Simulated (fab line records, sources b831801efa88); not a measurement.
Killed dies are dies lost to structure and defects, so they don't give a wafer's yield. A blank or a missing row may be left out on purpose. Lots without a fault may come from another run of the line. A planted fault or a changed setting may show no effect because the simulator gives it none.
Chamber matching | flow gf180mcu | GF_STI_ETCH_14 on rie_si-02: 4 sister chambers
The step etches Si in HBr/Cl2/O2, target depth 360 nm, time 102.9 s. 14 wafers are shown with their chamber, then 7 later ones without.

WAFERS WITH THEIR CHAMBER
wafer  | chamber | drypump_motor_current_A (A) | oes_product_au (a.u.) | throttle_valve_pct (%)
L854.1 | 3       | 5.97                        | 1.004                 | 25.657
L854.3 | 0       | 6.13                        | 0.985                 | 25.662
L854.4 | 2       | 6.34                        | 1.009                 | 25.651
L855.3 | 2       | 6.37                        | 1.007                 | 25.639
L855.4 | 3       | 5.97                        | 0.992                 | 25.667
L855.6 | 2       | 6.37                        | 1.009                 | 25.635
L856.2 | 3       | 5.95                        | 1.011                 | 25.649
L856.5 | 3       | 5.96                        | 1.003                 | 25.641
L856.6 | 2       | 6.36                        | 1.011                 | 25.656
L859.2 | 3       | 5.92                        | 1.005                 | 25.639
L859.3 | 1       | 5.37                        | 1.008                 | 25.659
L859.4 | 0       | 6.15                        | 0.987                 | 25.679
L862.1 | 2       | 6.36                        | 0.991                 | 25.677
L862.4 | 1       | 5.38                        | 1.003                 | 25.656

SIGNATURES (means of the wafers above)
reading                 | chamber 0 | chamber 1 | chamber 2 | chamber 3 | scatter within a chamber
drypump_motor_current_A | 6.1400    | 5.3750    | 6.3600    | 5.9540    | 0.016
oes_product_au          | 0.98600   | 1.00550   | 1.00540   | 1.00300   | 0.00687
throttle_valve_pct      | 25.67050  | 25.65750  | 25.65160  | 25.65060  | 0.0134
Rule: a wafer's distance from a chamber is the root of the sum, over the readings, of the square of ((its reading less the chamber's mean) divided by the reading's scatter). The wafer belongs to the nearest chamber; if the next one is less than 2 further off, it can't be placed. The scatter: the root of (the sum of the squares of (reading less its chamber's mean) over the shown wafers, divided by (wafers less chambers)).

WAFERS WITHOUT THEIR CHAMBER
wafer  | drypump_motor_current_A (A) | oes_product_au (a.u.) | throttle_valve_pct (%)
L862.6 | 6.14                        | 0.996                 | 25.668
L869.1 | 6.35                        | 0.997                 | 25.659
L869.2 | 6.14                        | 0.979                 | 25.669
L869.6 | 5.36                        | 1.000                 | 25.644
L872.3 | 5.36                        | 0.995                 | 25.659
L872.4 | 6.14                        | 0.980                 | 25.669
L872.6 | 5.36                        | 0.996                 | 25.678

WHICH CHAMBER EACH WENT THROUGH
wafer  | from the rows above | in truth
L862.6 | 0                   | 0
L869.1 | 2                   | 2
L869.2 | 0                   | 0
L869.6 | 1                   | 1
L872.3 | 1                   | 1
L872.4 | 0                   | 0
L872.6 | 1                   | 1
Placed correctly: 7 of 7. Can't be placed from these rows: 0. Placed wrongly: 0.
